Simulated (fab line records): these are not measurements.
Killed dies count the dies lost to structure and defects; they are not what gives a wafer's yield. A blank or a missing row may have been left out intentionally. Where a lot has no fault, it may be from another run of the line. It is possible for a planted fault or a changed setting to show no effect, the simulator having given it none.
fab line records    flow sky130
[record] lots = 11  wafers = 33  last-day = 50
route steps=708 shown FIELD_ISO@16 VIA3@589 CAP2M@607 METAL4@629 PAD_OPEN@708
lots that met no fault: from a run of the same line without faults
start-h: hours from the record's first day to the start of the lot's first wafer shown    wait-h: hours since the lot's step before    " unchanged from the row above    L1.1+2: a row that stands for several wafers    - no value, or no start was given    * or withheld: withheld    < > ~ a bound
route shown NAME@n: a module of which the file shows steps, and the number in the route of the first    usual: mean/standard deviation taken from wafers without a fault    same: alike in all rows    chamber/n: place in a boat    sites: readings site by site    _std_site: standard deviation across them    _edge_site: outer sites' mean less inner sites'    radius-mm: how far each site lies from the wafer's centre    mask NAME#n: copy n    behind: the last tool/chamber to shape the wafer    hold: why the lot was held/for how many hours/how that ended    device: whichever transistor did not switch (one of n, p or np)    end of line: the tests these same wafers got at the end of their route    for a step that has no rows: nothing shown but its recipe    killed: not the wafer's yield, but the dies lost to structure and defects at the first sort    map: shows each die of a wafer: x if killed, . if not, _ if none is there
set.NAME: setting as actually run; set.NAME@STEP: the setting as run at that earlier step    model.NAME: the simulator's own value behind a step, which no gauge read
the route's steps for a sample of lots (tables are steps, rows are wafers)
services: a tool's chamber out of use, with start hour (start-h, from the record's first day; less than 0 if before it), hours out, and reason
[[steps]]
[step SKY_FIELD_ISO_ETCH_15]
[recipe] chemistry = CHF3/O2  target-depth-nm = 180  stop-on = Si  source-w = 600  bias-w = 200  pressure-mtorr = 40  chf3-flow-sccm = 50  O2_flow_sccm = 5  time-s = 72
[usual] O2_flow_sccm = 4.998/0.016  bias-w = 200.0/0.58  drypump-motor-current-A = 5.7/0.48  oes-product-au = 0.945/0.0066  rf-fwd-power-W = 595.9/2.1  throttle-valve-pct = 8.844/0.0094
lot.wafer  tool         chamber  start-h  wait-h  O2_flow_sccm  bias-w  drypump-motor-current-A  oes-product-au  rf-fwd-power-W  rf-hours-counter-h  throttle-valve-pct
L276.2     rie-diel-04  2        30.53    0.0     4.980         199.8   6.2                      0.952           597.5           38                  8.842
L276.5     "            1        "        "       4.992         200.4   4.7                      0.959           597.4           -                   8.855
L276.6     "            2        "        "       4.987         200.6   6.2                      0.951           598.6           -                   8.845
L279.1     rie-diel-02  3        44.96    0.0     5.016         199.6   5.6                      0.949           596.8           4                   8.846
L279.2     "            1        "        "       5.007         199.7   5.6                      0.943           595.2           169                 8.853
L279.4     "            0        "        "       4.984         200.9   5.5                      0.940           594.3           5                   8.857
L287.1     rie-diel-04  2        86.83    0.0     -             -       -                        -               -               -                   -
L287.2     "            1        "        "       -             -       -                        -               -               -                   -
L287.4     "            3        "        "       -             -       -                        -               -               -                   -
L288.1     rie-diel-03  2        92.68    0.0     -             -       -                        -               -               -                   -
L288.2     "            1        "        "       -             -       -                        -               -               -                   -
L288.4     "            2        "        "       -             -       -                        -               -               -                   -
L289.1     rie-diel-03  1        95.60    0.0     4.995         199.3   5.5                      0.944           595.0           101                 8.844
L289.4     "            3        "        "       4.996         199.9   5.7                      0.943           595.8           -                   8.844
L289.5     "            1        "        "       4.972         199.5   5.5                      0.943           592.0           -                   8.863
L292.4     rie-diel-03  1        111.51   0.0     4.979         200.2   5.5                      0.950           597.9           -                   8.839
L292.5     "            2        "        "       4.998         200.1   5.7                      0.947           595.5           -                   8.849
L292.6     "            3        "        "       4.976         200.0   5.8                      0.953           597.8           -                   8.854
L294.3     rie-diel-03  3        123.68   0.0     4.994         200.4   5.7                      0.954           596.6           1                   8.851
L294.5     "            3        "        "       5.016         199.5   5.8                      0.951           597.4           -                   8.861
L294.6     "            0        "        "       5.016         199.1   6.0                      0.957           594.2           -                   8.850
L295.1     rie-diel-03  3        129.41   0.0     4.994         200.5   5.8                      0.939           594.0           1                   8.835
L295.4     "            2        "        "       5.013         200.3   5.7                      0.950           595.1           68                  8.857
L295.5     "            0        "        "       5.005         199.9   6.0                      0.949           592.8           -                   8.840
L296.1     rie-diel-04  0        133.30   0.0     4.976         200.6   6.3                      0.946           591.9           7                   8.849
L296.2     "            2        "        "       5.032         200.6   6.2                      0.941           597.5           40                  8.846
L296.4     "            3        "        "       5.006         199.2   5.8                      0.946           595.6           -                   8.845
L298.2     rie-diel-04  2        145.03   0.0     5.002         199.8   6.2                      0.946           597.2           41                  8.824
L298.5     "            3        "        "       4.994         200.0   5.8                      0.950           597.1           -                   8.853
L298.6     "            0        "        "       4.981         199.8   6.3                      0.953           593.6           -                   8.831
L299.1     rie-diel-04  0        148.90   0.0     5.026         199.2   6.3                      0.941           590.6           8                   8.851
L299.4     "            2        "        "       4.999         198.6   6.2                      0.939           592.9           41                  8.842
L299.5     "            0        "        "       5.005         198.4   6.3                      0.950           593.5           -                   8.834
[step SKY_FIELD_ISO_STRIP_16]
[recipe] chemistry = O2/N2  power-w = 1400  pressure-mtorr = 1500  platen-temp-c = withheld  o2-flow-sccm = 3000  n2-flow-sccm = 300  overash-fraction = 0.5
[usual] drypump-motor-current-A = 5.7/0.49  oes-product-au = 0.379/0.0045  strip-time-to-endpoint-s = 3.56/0.033
lot.wafer  tool             chamber  start-h  wait-h  drypump-motor-current-A  oes-product-au  rf-hours-counter-h  strip-time-to-endpoint-s
L276.2     plasma-asher-02  1        30.59    0.0     6.0                      0.391           36                  3.58
L276.5     "                0        "        "       6.4                      0.372           -                   3.61
L276.6     "                1        "        "       6.0                      0.379           -                   3.59
L279.1     plasma-asher-01  1        45.02    0.0     5.0                      0.373           23                  3.62
L279.2     "                0        "        "       5.7                      0.383           23                  3.54
L279.4     "                1        "        "       5.0                      0.387           -                   3.60
L287.1     plasma-asher-01  0        86.89    0.0     5.7                      0.439           28                  5.19
L287.2     "                1        "        "       5.0                      0.449           28                  5.19
L287.4     "                0        "        "       5.7                      0.455           -                   5.20
L288.1     plasma-asher-02  0        92.77    0.1     6.4                      0.447           41                  5.20
L288.2     "                1        "        "       6.0                      0.446           41                  5.20
L288.4     "                0        "        "       6.4                      0.438           -                   5.19
L289.1     plasma-asher-02  1        95.66    0.0     6.0                      0.377           42                  3.57
L289.4     "                1        "        "       6.0                      0.370           -                   3.56
L289.5     "                0        "        "       6.4                      0.373           -                   3.59
L292.4     plasma-asher-03  1        111.57   0.0     5.4                      0.381           -                   3.56
L292.5     "                0        "        "       5.4                      0.372           -                   3.53
L292.6     "                1        "        "       5.4                      0.381           -                   3.55
L294.3     plasma-asher-02  1        123.77   0.1     6.0                      0.374           -                   3.51
L294.5     "                0        "        "       6.5                      0.385           -                   3.53
L294.6     "                1        "        "       5.9                      0.381           -                   3.53
L295.1     plasma-asher-02  1        129.47   0.0     6.0                      0.384           1                   3.50
L295.4     "                0        "        "       6.4                      0.376           -                   3.52
L295.5     "                1        "        "       6.0                      0.385           -                   3.54
L296.1     plasma-asher-01  0        133.36   0.0     5.7                      0.373           33                  3.61
L296.2     "                1        "        "       5.0                      0.377           33                  3.60
L296.4     "                0        "        "       5.7                      0.380           -                   3.56
L298.2     plasma-asher-01  1        145.09   0.0     5.0                      0.383           34                  3.59
L298.5     "                1        "        "       5.0                      0.376           -                   3.54
L298.6     "                0        "        "       5.7                      0.383           -                   3.63
L299.1     plasma-asher-02  0        148.96   0.0     6.4                      0.376           3                   3.57
L299.4     "                0        "        "       6.3                      0.377           -                   3.58
L299.5     "                1        "        "       6.0                      0.384           -                   3.58
[step SKY_VIA3_STRIP_16]
[recipe] chemistry = O2/N2  power-w = 1400  pressure-mtorr = 1500  platen-temp-c = withheld  o2-flow-sccm = 3000  n2-flow-sccm = 300  overash-fraction = 0.5
[usual] drypump-motor-current-A = 5.6/0.5  oes-product-au = 0.403/0.0043  strip-time-to-endpoint-s = 4.143/0.024
lot.wafer  tool             chamber  start-h  wait-h  drypump-motor-current-A  oes-product-au  rf-hours-counter-h  strip-time-to-endpoint-s
L276.2     plasma-asher-03  1        916.55   0.0     5.4                      0.405           17                  4.164
L276.5     "                0        "        "       5.4                      0.396           -                   4.163
L276.6     "                1        "        "       5.4                      0.401           -                   4.140
L279.1     plasma-asher-03  1        940.90   0.0     5.3                      0.400           19                  4.157
L279.2     "                0        "        "       5.4                      0.399           19                  4.143
L279.4     "                1        "        "       5.3                      0.405           -                   4.166
L289.1     plasma-asher-03  1        1011.86  0.0     5.4                      0.402           27                  4.128
L289.4     "                0        "        "       5.4                      0.397           -                   4.088
L289.5     "                1        "        "       5.4                      0.397           -                   4.081
L292.4     plasma-asher-04  1        1030.63  0.1     5.8                      0.404           -                   4.170
L292.5     "                1        "        "       5.8                      0.401           -                   4.123
L292.6     "                0        "        "       4.7                      0.406           -                   4.157
L294.3     plasma-asher-02  0        1041.96  0.1     6.4                      0.406           -                   4.159
L294.5     "                1        "        "       5.9                      0.402           -                   4.154
L294.6     "                0        "        "       6.4                      0.405           -                   4.165
L296.1     plasma-asher-02  0        1054.38  0.0     6.4                      0.397           87                  4.091
L296.2     "                1        "        "       6.0                      0.410           87                  4.148
L296.4     "                1        "        "       6.0                      0.398           -                   4.120
L295.1     plasma-asher-03  1        1062.03  0.0     5.3                      0.413           31                  4.202
L295.4     "                1        "        "       5.3                      0.398           -                   4.166
L295.5     "                1        "        "       5.3                      0.408           -                   4.144
L299.1     plasma-asher-04  0        1079.40  0.0     4.7                      0.407           64                  4.150
L299.4     "                0        "        "       4.7                      0.406           -                   4.167
L299.5     "                1        "        "       5.8                      0.405           -                   4.142
L298.2     plasma-asher-02  1        1079.76  0.0     6.0                      0.403           90                  4.143
L298.5     "                1        "        "       6.0                      0.396           -                   4.174
L298.6     "                0        "        "       6.4                      0.408           -                   4.170
[step SKY_CAP2M_THK_MEAS_04]
[recipe] thk-meas-gauge = xrf  reads = TiN_of_CAP2M_SPUTTER_02
[usual] CAP2M_TIN_THK = 201.5/2
lot.wafer  tool           chamber  start-h  wait-h  CAP2M_TIN_THK[nm]
L276.2     film-metro-03  -        918.29   0.1     205.9
L276.5     "              -        "        "       199.8
L276.6     "              -        "        "       206.2
L279.1     film-metro-02  -        942.63   0.1     199.6
L279.2     "              -        "        "       200.9
L279.4     "              -        "        "       200.7
L289.1     film-metro-03  -        1013.58  0.1     200.5
L289.4     "              -        "        "       203.2
L289.5     "              -        "        "       200.9
L292.4     film-metro-03  -        1032.36  0.1     200.8
L292.5     "              -        "        "       202.0
L292.6     "              -        "        "       201.8
L294.3     film-metro-02  -        1043.69  0.1     203.5
L294.5     "              -        "        "       203.5
L294.6     "              -        "        "       201.7
L296.1     film-metro-02  -        1056.10  0.1     198.2
L296.2     "              -        "        "       199.9
L296.4     "              -        "        "       203.6
L295.1     film-metro-03  -        1064.00  0.1     200.8
L295.4     "              -        "        "       203.0
L295.5     "              -        "        "       200.1
L299.1     film-metro-03  -        1081.16  0.1     202.0
L299.4     "              -        "        "       204.5
L299.5     "              -        "        "       203.1
L298.2     film-metro-02  -        1081.49  0.1     203.0
L298.5     "              -        "        "       203.9
L298.6     "              -        "        "       203.7
[step SKY_METAL4_CD_MEAS_13]
[recipe] target-cd-nm = 300
[usual] cd-nm = 299.7/1.4
lot.wafer  tool       chamber  start-h  wait-h  cd-nm
L276.2     cd-sem-02  -        968.11   -       301.4
L276.5     "          -        "        "       300.8
L276.6     "          -        "        "       300.1
L279.1     cd-sem-01  -        990.87   -       299.2
L279.2     "          -        "        "       299.0
L279.4     "          -        "        "       299.8
L289.1     cd-sem-02  -        1058.34  -       298.8
L289.4     "          -        "        "       299.7
L289.5     "          -        "        "       299.6
L292.4     cd-sem-01  -        1074.98  -       297.4
L292.5     "          -        "        "       297.6
L292.6     "          -        "        "       298.7
L294.3     cd-sem-02  -        1085.66  -       301.0
L294.5     "          -        "        "       300.1
L294.6     "          -        "        "       300.2
L296.1     cd-sem-01  -        1097.52  -       299.2
L296.2     "          -        "        "       299.5
L296.4     "          -        "        "       298.6
L295.1     cd-sem-01  -        1104.32  -       300.2
L295.4     "          -        "        "       299.1
L295.5     "          -        "        "       299.7
L299.1     cd-sem-02  -        1122.14  -       300.7
L299.4     "          -        "        "       300.6
L299.5     "          -        "        "       301.7
L298.2     cd-sem-02  -        1122.51  -       299.7
L298.5     "          -        "        "       298.1
L298.6     "          -        "        "       299.0
[step SKY_PAD_OPEN_PROBE_99]
[usual] killed_at_M0_to_M3 = 44/6.9  killed_at_M4_up = 3.0/1.5  killed-at-contacts = 24/5.2  killed-at-front-end = 15/4.1  killed-at-other = 0.4/0.62  killed-dies = 87/9.6  killed-on-rim = 17/3.8  killed-open = 47/7  killed-short = 40/6.2
[same] gross-dies = 492  killed-at-back-side = 0
lot.wafer  tool       chamber  start-h  wait-h  killed_at_M0_to_M3  killed_at_M4_up  killed-at-contacts  killed-at-front-end  killed-at-other  killed-dies  killed-on-rim  killed-open  killed-short
L287.1     prober-02  -        1141.23  0.1     43                  6                25                  418                  0                492          96             36           49
L287.2     prober-02  -        1141.28  0.1     48                  3                24                  416                  1                492          96             54           42
L287.4     prober-02  -        1141.38  0.2     38                  5                18                  431                  0                492          96             36           42
L288.1     prober-01  -        1143.70  0.1     41                  2                27                  422                  0                492          96             47           36
L288.2     prober-01  -        1143.75  0.1     42                  2                24                  424                  0                492          96             48           33
L288.4     prober-01  -        1143.85  0.2     46                  3                30                  413                  0                492          96             43           44
// killed by level:class
L287.1 FIELD_ISO:area-etch=406 VIA1:geometric-particle:short=8 CONTACT:geometric-particle:open=7 VIA1:geometric-particle:open=7 VIA2:geometric-particle:open=6 FIELD_ISO:geometric-particle:short=5 LI_CONTACT:geometric-particle:open=5 LI_CONTACT:geometric-particle:short=5
L287.2 FIELD_ISO:area-etch=396 VIA1:geometric-particle:open=12 METAL1:geometric-particle:short=8 VIA3:geometric-particle:open=8 CONTACT:geometric-particle:short=7 CONTACT:geometric-particle:open=7 POLY_GATE:geometric-particle:short=5 LI_CONTACT:geometric-particle:open=5
L287.4 FIELD_ISO:area-etch=414 VIA1:geometric-particle:open=9 CONTACT:geometric-particle:open=8 METAL1:geometric-particle:short=6 FIELD_ISO:geometric-particle:short=5 VIA1:geometric-particle:short=5 FIELD_ISO:geometric-particle:open=4 LI_CONTACT:geometric-particle:open=4
L288.1 FIELD_ISO:area-etch=409 VIA1:geometric-particle:open=10 CONTACT:geometric-particle:open=8 LI_CONTACT:geometric-particle:open=6 LI_CONTACT:geometric-particle:short=6 METAL1:geometric-particle:short=6 VIA2:geometric-particle:open=6 LOCAL_INTERCONNECT:geometric-particle:short=5
L288.2 FIELD_ISO:area-etch=411 LI_CONTACT:geometric-particle:open=11 VIA1:geometric-particle:open=8 FIELD_ISO:geometric-particle:open=7 METAL1:geometric-particle:short=7 VIA2:geometric-particle:open=6 CONTACT:geometric-particle:open=5 METAL1:geometric-particle:open=4
L288.4 FIELD_ISO:area-etch=405 CONTACT:geometric-particle:open=9 VIA1:geometric-particle:open=9 LI_CONTACT:geometric-particle:open=8 VIA1:geometric-particle:short=6 METAL1:geometric-particle:short=6 METAL2:geometric-particle:short=6 VIA2:geometric-particle:open=6
[[services]]
tool             chamber  start-h  hours  kind
rie-diel-03      3        8.83     16.4   repair
plasma-asher-02  -        10.57    2.8    pm
rie-diel-04      0        35.93    63.6   repair
rie-diel-03      -        36.94    28.1   pm
rie-diel-03      0        75.32    38.4   repair
plasma-asher-02  -        83.30    6.0    repair
plasma-asher-02  -        108.75   9.0    pm
plasma-asher-03  -        115.42   15.3   repair
rie-diel-04      1        122.57   16.3   repair
plasma-asher-02  -        128.44   0.4    repair
plasma-asher-03  -        147.88   0.5    repair
plasma-asher-02  -        148.56   0.4    repair
rie-diel-04      -        150.24   2.6    repair
rie-diel-03      0        176.32   2.6    repair
plasma-asher-02  -        325.76   3.1    repair
plasma-asher-02  -        374.67   12.3   repair
plasma-asher-02  -        402.15   52.0   repair
plasma-asher-02  -        509.18   1.6    repair
plasma-asher-02  -        531.96   2.9    repair
plasma-asher-02  -        559.04   0.4    repair
plasma-asher-02  -        673.16   2.3    repair
plasma-asher-02  -        687.32   2.1    repair
plasma-asher-02  -        902.07   15.6   pm
plasma-asher-02  -        969.70   1.8    repair
[[key]]
[first-sign] step = SKY_FIELD_ISO_ETCH_15  reading = tool-record  direction = missing
[effect] step = SKY_FIELD_ISO_STRIP_16  reading = strip-time-to-endpoint-s  direction = up  sigmas = 49  usual = *  struck = *
[effect] step = SKY_PAD_OPEN_PROBE_99  reading = killed-at-front-end  direction = up  sigmas = 99  usual = 15  struck = 421
[more-kills-born-at] SKY_FIELD_ISO_ETCH_15@rie-diel-03 = 1225  SKY_FIELD_ISO_ETCH_15@rie-diel-04 = 1216
met-at SKY_FIELD_ISO_ETCH_15
struck-lots L287,L288
later-rows-left-out L287.1,L287.2,L287.4,L288.1,L288.2,L288.4
tester-left-out L287,L288
not-acting-at SKY_VIA3_STRIP_16,SKY_CAP2M_THK_MEAS_04,SKY_METAL4_CD_MEAS_13
onset-between 30.53 86.83
[fault] kind = skipped-step-whole  tool = rie-diel-03,rie-diel-04  chamber = -  onset-h = 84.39  steps = SKY_FIELD_ISO_ETCH_15  scope = struck-lots-only
// tester-left-out: of these lots the tester's yield and bins aren't shown, on N5 and GAA mostly nor the transistor test; their killed dies are dies lost to structure and defects alone, not to doping, threshold or leakage, so they don't give the yield
// later-rows-left-out: the simulator's readings of these wafers behind a module that went badly wrong aren't trusted and aren't shown, but for the sort
